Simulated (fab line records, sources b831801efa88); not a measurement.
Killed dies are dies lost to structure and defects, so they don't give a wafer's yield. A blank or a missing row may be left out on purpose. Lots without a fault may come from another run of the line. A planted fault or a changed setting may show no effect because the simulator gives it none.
Chamber matching | flow sky130 | SKY_FIELD_ISO_CMP_27 on cmp-02: 4 sister chambers
The step polishes, stops on Si3N4, t overpolish 16 s, target thk 457.8 nm. 4 wafers are shown with their chamber, then 7 later ones without.

WAFERS WITH THEIR CHAMBER
wafer  | chamber | motor_current_A (A)
L657.5 | 1       | 13.5
L658.1 | 0       | 12.6
L658.3 | 2       | 13.1
L660.3 | 3       | 12.1

WAFERS WITHOUT THEIR CHAMBER
wafer  | motor_current_A (A)
L660.4 | 13.5
L660.6 | 11.6
L661.3 | 12.7
L661.4 | 11.9
L661.6 | 13.6
L674.2 | 13.1
L674.3 | 13.4

WHICH CHAMBER EACH WENT THROUGH
wafer  | from the rows above     | in truth
L660.4 | can't be placed: 1 or 2 | 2
L660.6 | 3                       | 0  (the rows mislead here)
L661.3 | can't be placed: 0 or 2 | 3
L661.4 | 3                       | 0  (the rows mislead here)
L661.6 | can't be placed: 1 or 2 | 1
L674.2 | can't be placed: 2 or 1 | 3
L674.3 | can't be placed: 1 or 2 | 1
Placed correctly: 0 of 7. Can't be placed from these rows: 5 (the true chamber is among the candidates in 3). Placed wrongly: 2.
How it was worked out, from the rows above alone: a wafer's distance from a chamber is the root of the sum, over the readings, of the square of ((its reading less the chamber's mean) divided by the reading's scatter). The wafer belongs to the nearest chamber; if the next one is less than 2 further off, it can't be placed. A chamber's mean is the mean of its shown wafers. The scatter: with one shown wafer a chamber, the root of the mean of the squares of how far each hidden wafer lies from its nearest shown one.
